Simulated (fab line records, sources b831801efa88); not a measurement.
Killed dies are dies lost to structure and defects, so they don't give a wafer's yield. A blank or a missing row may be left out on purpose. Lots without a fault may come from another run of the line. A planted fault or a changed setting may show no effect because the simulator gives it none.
Chamber matching | flow gf180mcu | GF_STI_ETCH_14 on rie_si-02: 4 sister chambers
The step etches Si in HBr/Cl2/O2, target depth 360 nm, time 102.9 s. 16 wafers are shown with their chamber, then 8 later ones without.

WAFERS WITH THEIR CHAMBER
wafer  | chamber | drypump_motor_current_A (A) | oes_product_au (a.u.) | throttle_valve_pct (%)
L172.1 | 3       | 5.6                         | 0.995                 | 25.646
L172.2 | 2       | 6.0                         | 1.000                 | 25.647
L172.5 | 1       | 5.1                         | 0.996                 | 25.647
L174.1 | 2       | 6.0                         | 1.009                 | 25.650
L174.4 | 1       | 5.1                         | 1.007                 | 25.663
L174.6 | 3       | 5.6                         | 0.991                 | 25.661
L177.1 | 2       | 6.0                         | 0.994                 | 25.653
L177.4 | 3       | 5.7                         | 0.989                 | 25.659
L177.6 | 1       | 5.1                         | 0.995                 | 25.661
L183.3 | 2       | 6.0                         | 0.999                 | 25.677
L183.4 | 3       | 5.7                         | 0.983                 | 25.671
L183.5 | 3       | 5.7                         | 0.994                 | 25.661
L185.1 | 0       | 6.2                         | 1.007                 | 25.648
L185.2 | 2       | 6.0                         | 1.004                 | 25.629
L185.4 | 3       | 5.7                         | 0.992                 | 25.662
L189.2 | 2       | 6.0                         | 1.012                 | 25.633

SIGNATURES (means of the wafers above)
reading                 | chamber 0 | chamber 1 | chamber 2 | chamber 3 | scatter within a chamber
drypump_motor_current_A | 6.200     | 5.100     | 6.000     | 5.667     | 0.0333
oes_product_au          | 1.00700   | 0.99933   | 1.00300   | 0.99067   | 0.00582
throttle_valve_pct      | 25.64800  | 25.65700  | 25.64817  | 25.66000  | 0.0127
Rule: a wafer's distance from a chamber is the root of the sum, over the readings, of the square of ((its reading less the chamber's mean) divided by the reading's scatter). The wafer belongs to the nearest chamber; if the next one is less than 2 further off, it can't be placed. The scatter: the root of (the sum of the squares of (reading less its chamber's mean) over the shown wafers, divided by (wafers less chambers)).

WAFERS WITHOUT THEIR CHAMBER
wafer  | drypump_motor_current_A (A) | oes_product_au (a.u.) | throttle_valve_pct (%)
L189.5 | 6.0                         | 1.015                 | 25.658
L189.6 | 5.1                         | 0.997                 | 25.633
L190.2 | 5.7                         | 0.993                 | 25.655
L190.5 | 6.0                         | 1.004                 | 25.640
L190.6 | 5.6                         | 0.997                 | 25.662
L191.1 | 5.7                         | 0.995                 | 25.663
L191.3 | 5.1                         | 1.002                 | 25.662
L191.5 | 5.7                         | 0.994                 | 25.654

WHICH CHAMBER EACH WENT THROUGH
wafer  | from the rows above | in truth
L189.5 | 2                   | 2
L189.6 | 1                   | 1
L190.2 | 3                   | 3
L190.5 | 2                   | 2
L190.6 | 3                   | 3
L191.1 | 3                   | 3
L191.3 | 1                   | 1
L191.5 | 3                   | 3
Placed correctly: 8 of 8. Can't be placed from these rows: 0. Placed wrongly: 0.
